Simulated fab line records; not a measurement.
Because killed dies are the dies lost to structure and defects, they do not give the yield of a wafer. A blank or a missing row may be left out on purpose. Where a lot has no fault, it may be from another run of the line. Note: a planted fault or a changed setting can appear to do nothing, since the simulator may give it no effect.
Matching of chambers -- flow sfq-line -- SFQ_TRILAYER_I2_CMP_CMP_064 on cmp-02 has 4 sister chambers
The step polishes SiO2. 20 wafers are shown with their chamber, then 10 later ones without.

== WAFERS, EACH WITH ITS CHAMBER ==
wafer,chamber,motor-current-A (A),time-to-endpoint-s (s),slurry-flow-ml-min
L468.1,2,9.1,214,149.6
L468.3,3,10.0,206,150.2
L468.4,1,10.5,226,149.4
L469.1,0,9.9,222,149.9
L469.5,3,10.0,217,149.6
L469.6,0,9.8,221,149.8
L470.3,3,9.6,214,150.0
L470.4,2,9.1,225,149.1
L470.2,1,9.3,222,150.2
L471.2,2,9.7,221,150.4
L471.1,1,9.7,220,149.5
L471.5,3,9.9,207,149.6
L477.4,2,9.6,214,150.7
L477.5,1,10.1,219,150.3
L477.6,2,9.5,219,150.5
L478.1,3,10.0,224,150.0
L478.2,2,9.6,225,150.6
L478.4,1,9.7,244,149.6
L479.4,2,9.6,234,149.7
L479.1,0,9.8,241,150.8

SIGNATURES, as means of the wafers listed above
reading,chamber 0,chamber 1,chamber 2,chamber 3,scatter within a chamber
motor-current-A,9.833,9.860,9.457,9.900,0.289
time-to-endpoint-s,228.00,226.20,221.71,213.60,8.66
slurry-flow-ml-min,150.167,149.800,150.086,149.880,0.491
Rule: distance of a wafer from a chamber = root of the sum over the readings of ((wafer's reading minus chamber's mean) / reading's scatter) squared. If the next closest chamber is less than 2 further off than the closest, the wafer can't be placed; otherwise it belongs to the closest. The scatter: take each reading less its chamber's mean, square it, sum over the shown wafers, divide by the number of wafers less the number of chambers, and take the root.

== WAFERS WITHOUT THEIR CHAMBER ==
wafer,motor-current-A (A),time-to-endpoint-s (s),slurry-flow-ml-min
L479.2,10.0,239,150.2
L480.1,9.8,219,149.6
L480.3,9.9,234,150.2
L480.4,10.3,230,150.6
L489.1,9.7,197,150.4
L489.2,10.2,213,150.5
L489.6,8.9,207,150.3
L491.1,9.8,232,150.4
L491.3,9.2,208,150.4
L491.5,10.2,242,150.2

== CHAMBER TAKEN BY EACH ==
wafer,from the rows above,in truth
L479.2,can't be placed: 0 or 1 or 2 or 3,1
L480.1,can't be placed: 3 or 1 or 0 or 2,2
L480.3,can't be placed: 0 or 1 or 2 or 3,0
L480.4,can't be placed: 0 or 1 or 3 or 2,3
L489.1,can't be placed: 3 or 2 or 1 or 0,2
L489.2,can't be placed: 3 or 0 or 1 or 2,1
L489.6,can't be placed: 2 or 3 or 0 or 1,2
L491.1,can't be placed: 0 or 1 or 2 or 3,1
L491.3,can't be placed: 2 or 3 or 0 or 1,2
L491.5,can't be placed: 0 or 1 or 2 or 3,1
0 of 10 placed correctly. From these rows, 10 cannot be placed; in 10 the true chamber is one of the candidates. Number placed wrongly: 0.
